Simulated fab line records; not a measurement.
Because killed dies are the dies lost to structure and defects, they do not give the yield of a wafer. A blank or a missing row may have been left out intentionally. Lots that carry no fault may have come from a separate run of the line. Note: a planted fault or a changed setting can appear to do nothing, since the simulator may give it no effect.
Chamber matching    flow sky130    SKY_VIA1_CMP_02 on cmp-02: 4 sister chambers
The step polishes SiO2. 4 wafers are shown with their chamber, then 12 later ones without.

== WAFERS, EACH WITH ITS CHAMBER ==
wafer   chamber  motor current A (A)
L091.4  1        11.2
L089.5  0        13.7
L092.5  2        9.6
L092.6  3        11.4

== WAFERS WITHOUT THEIR CHAMBER ==
wafer   motor current A (A)
L093.1  10.7
L093.5  11.9
L093.6  13.3
L094.3  9.6
L094.4  13.1
L094.5  9.8
L095.1  13.7
L095.3  10.2
L095.6  11.0
L097.1  13.4
L097.2  11.8
L097.3  11.2

== WHICH CHAMBER EACH WENT THROUGH ==
wafer   from the rows above           in truth
L093.1  can't be placed: 1 or 3 or 2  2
L093.5  can't be placed: 3 or 1       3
L093.6  0                             0
L094.3  2                             2
L094.4  0                             0
L094.5  2                             2
L095.1  0                             0
L095.3  can't be placed: 2 or 1 or 3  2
L095.6  can't be placed: 1 or 3       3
L097.1  0                             0
L097.2  can't be placed: 3 or 1       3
L097.3  can't be placed: 1 or 3       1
6 of 12 placed correctly. Unplaceable from these rows: 6, with the true chamber sitting among the candidates in 6. Number placed wrongly: 0.
How it was worked out, from the rows above alone: a wafer's distance from a chamber is the root of the sum, over the readings, of the square of ((its reading less the chamber's mean) divided by the reading's scatter). The wafer belongs to the nearest chamber; if the next one is less than 2 further off, it can't be placed. A chamber's mean is the mean of its shown wafers. The scatter (one wafer shown for each chamber): square how far every hidden wafer sits from the nearest shown wafer, average those squares and take the square root.
